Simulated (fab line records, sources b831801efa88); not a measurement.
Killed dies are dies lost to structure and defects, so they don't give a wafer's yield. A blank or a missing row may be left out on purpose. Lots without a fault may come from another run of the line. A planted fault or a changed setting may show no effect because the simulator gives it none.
Split-lot experiment | flow gf180mcu | 5 lots, 23 wafers read, on a route of 602 steps

THE SPLIT
At GF_M3_COAT_09 (resist thk 1000 nm), the setting resist_thk_nm was moved away from the recipe's 1000 nm on 10 of the 23 wafers read, by -5.5% to +4.6%. The other wafers ran this setting at the recipe's value.

FROM THE SPLIT TO THE READING: what the file shows between them, 4 steps
- GF_M3_SOFTBAKE_10: time 60 s
- GF_M3_EXPOSE_11: exposes mask Metal3, target cd 280 nm
- GF_M3_PEB_12: peb time 90 s
- GF_M3_DEVELOP_13: develop time 57.74 s

THE READING
cd_nm, in nm, at GF_M3_CD_MEAS_14 (target cd 280 nm). Fault-free wafers of this fab line usually give 280.1 nm, standard deviation 1 nm.

wafer  | tool, chamber at the split | resist_thk_nm as run, nm | against the recipe | cd_nm, nm | against lot-mates on the recipe
L077.4 | litho_track-01, 0          | 1000                     | recipe             | 281.3     | -
L077.5 | litho_track-01, 0          | 1000                     | recipe             | 281.3     | -
L077.6 | litho_track-01, 0          | 1000                     | recipe             | 280.2     | -
L081.1 | litho_track-04, 0          | 1000                     | recipe             | 280.1     | -
L081.2 | litho_track-04, 0          | 1000                     | recipe             | 280.8     | -
L081.3 | litho_track-04, 0          | 1000                     | recipe             | 280.8     | -
L081.5 | litho_track-04, 0          | 1030                     | +3.0%              | 281.2     | +0.6
L081.6 | litho_track-04, 0          | 1030                     | +3.0%              | 281.9     | +1.3
L080.1 | litho_track-04, 0          | 1000                     | recipe             | 279.7     | -
L080.2 | litho_track-04, 0          | 1046                     | +4.6%              | 281.5     | +2.3
L080.3 | litho_track-04, 0          | 1000                     | recipe             | 279.0     | -
L080.4 | litho_track-04, 0          | 1046                     | +4.6%              | 281.8     | +2.6
L080.6 | litho_track-04, 0          | 1000                     | recipe             | 278.8     | -
L083.1 | litho_track-01, 0          | 984                      | -1.6%              | 278.1     | -1.5
L083.2 | litho_track-01, 0          | 1000                     | recipe             | 279.2     | -
L083.3 | litho_track-01, 0          | 1000                     | recipe             | 280.1     | -
L083.4 | litho_track-01, 0          | 984                      | -1.6%              | 279.1     | -0.5
L083.5 | litho_track-01, 0          | 984                      | -1.6%              | 278.9     | -0.8
L084.1 | litho_track-02, 0          | 1000                     | recipe             | 280.7     | -
L084.2 | litho_track-02, 0          | 944.6                    | -5.5%              | 278.5     | -2.1
L084.3 | litho_track-02, 0          | 944.6                    | -5.5%              | 278.1     | -2.5
L084.4 | litho_track-02, 0          | 1000                     | recipe             | 280.5     | -
L084.5 | litho_track-02, 0          | 944.6                    | -5.5%              | 277.5     | -3.1

THE FIT
A straight line over all 23 wafers: cd_nm changes by +0.399 nm for each +1% of resist_thk_nm; r = +0.83; the points scatter about the line by 0.75 nm.
The same after taking each lot's own level away (the mean of its wafers on the recipe; 23 wafers): +0.473 nm for each +1%; r = +0.95; scatter 0.44 nm.
On that fit, the largest move of resist_thk_nm shifts the reading by 2.6 nm.
The lots' own levels span 279.17 to 280.93 nm, that is 1.8 times the standard deviation above.
So the lot-to-lot level changes the slope: the two fits differ.
Check: with one of the wafers moved furthest among these (-5.5%) left out of the fit, the line predicts -2.81 nm for it against its lot-mates. It came out at -2.1 nm against them.

THE WHOLE CHAIN: every reading that the file lists as answering this split, in the file's order
step                | what it does                                                                         | reading                                                                   | change (the file's fit)               | r (the file's)
GF_M3_COAT_09       | resist thk 1000 nm                                                                   | KrF_of_M3_COAT_09.thk_nm (the simulator's own value, which no gauge read) | +10.1 nm for each +1% of the setting  | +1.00
GF_M3_DEVELOP_13    | develop time 57.74 s                                                                 | M3.cd_nm (the simulator's own value, which no gauge read)                 | +0.488 nm for each +1% of the setting | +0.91
GF_M3_CD_MEAS_14    | target cd 280 nm                                                                     | cd_nm                                                                     | +0.481 nm for each +1% of the setting | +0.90
GF_M3_METAL_ETCH_16 | etches the open film in Cl2/BCl3, stops on SiO2, target depth 627.5 nm, time 104.6 s | KrF_of_M3_COAT_09.thk_nm (the simulator's own value, which no gauge read) | +9.54 nm for each +1% of the setting  | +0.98
GF_M3_STRIP_17      | strips in O2/N2                                                                      | strip_time_to_endpoint_s                                                  | withheld for each +1% of the setting  | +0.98

THE FILE'S OWN FIT
cd_nm changes by +0.481 nm for each +1% of resist_thk_nm, r = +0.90.
